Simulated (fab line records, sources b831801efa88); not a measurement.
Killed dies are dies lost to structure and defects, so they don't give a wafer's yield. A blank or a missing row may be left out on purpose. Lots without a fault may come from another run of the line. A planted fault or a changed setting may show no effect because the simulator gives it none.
Problem report in the 8D (eight disciplines) form, filled by code | flow sky130 | the parts of the form that need people (team, actions taken, sign-off) are left out

1. THE PROBLEM
VT_ADJUST_HVTR_TW at SKY_VT_ADJUST_HVTR_TW_MEAS_11 reads a mean of 191.0 on 6 wafers of 2 lots; wafers without a fault read 208.7 with a standard deviation of 2.1. That is -8.4 standard deviations from the usual mean.
First seen on wafer L105.1, day 13 08:06, on film_metro-02. The record holds 36 wafers of 12 lots with a number at this step. Rule for "out", or "out of limits": more than 4 standard deviations from the usual mean. The other wafers with a number count as sound.

2. WHAT IT IS AND WHAT IT IS NOT
question                    | is                     | is not
which readings at this step | VT_ADJUST_HVTR_TW      | -
which lots                  | L105, L106             | L100, L103, L104, L107, L108, L115, L993, L994, L996, L999
which wafers of those lots  | all that have a number | -
read on which gauges        | film_metro-02          | film_metro-03, film_metro-04
when                        | from day 13 08:06      | up to then (21 sound wafers); but 9 sound wafers of L107, L108, L115 came after

3. SUSPECTS, AND WHAT RULES EACH OUT
Counting: a tool at a process step up to the reading stays a suspect if it ran every lot that is out and no sound lot after the first of them.
- the gauge at SKY_VT_ADJUST_HVTR_TW_MEAS_11: ruled out. All the wafers that are out were read on film_metro-02, but those of them that SKY_VT_ADJUST_HVTR_IMPLANT_09 has rows for are out there too, on other tools.
- implanter-02 at SKY_VT_ADJUST_HVTR_IMPLANT_09: kept. It ran every lot that is out, first L105 (day 13 07:51), and no sound lot after that; its last sound lot up to then is L103 (day 12 17:59). Its own readings are out on those wafers: dose_ions_cm2, faraday_current_uA.
Left after counting: implanter-02 at SKY_VT_ADJUST_HVTR_IMPLANT_09.

4. THE CAUSE (what the simulator had put in)
Process parameter drift: implanter-02, from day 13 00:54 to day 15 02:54, at SKY_VT_ADJUST_HVTR_IMPLANT_09. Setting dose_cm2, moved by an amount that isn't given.
Counting left only this tool.

5. THE CHAIN OF EFFECTS, in route order
Each row: a reading whose mean over the struck wafers that have a number lies more than 3 standard deviations from the usual. Only readings for which the record gives a usual standard deviation are gone through. hours: the time from each lot's start at the first step in this table that gives one to its start at this step, as a median over the lots. sigmas: the change in usual standard deviations.
hours | step                          | reading            | usual      | on struck wafers | change      | sigmas
0     | SKY_VT_ADJUST_HVTR_IMPLANT_09 | dose_ions_cm2      | 2.1001e+12 | 1.5610e+12       | -5.3905e+11 | -99 or more
0     | SKY_VT_ADJUST_HVTR_IMPLANT_09 | faraday_current_uA | 11.87      | 8.86             | -3.01       | -13
0     | SKY_VT_ADJUST_HVTR_TW_MEAS_11 | VT_ADJUST_HVTR_TW  | 208.7      | 191.0            | -17.7       | -8.4
The process steps in it:
- SKY_VT_ADJUST_HVTR_IMPLANT_09
Later measuring or inspecting steps at which every struck wafer that the step has a row for has a number for every such reading, and none has moved that far: SKY_SONOS_ONO_CD_MEAS_13.

6. WHAT WOULD HAVE CAUGHT IT SOONER
In this record the first reading out of limits at a measuring or inspecting step was taken at day 13 08:06, 7 hours after the fault began at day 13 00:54.
The tool's own readings at SKY_VT_ADJUST_HVTR_IMPLANT_09 were out on every struck wafer that the step has a row for (dose_ions_cm2, faraday_current_uA): an alarm limit on them would have fired on the first of those.
Of the lots that are out (2), L106 began SKY_VT_ADJUST_HVTR_IMPLANT_09 on implanter-02 after day 13 08:06. A hold on the tool at that time would have spared it.
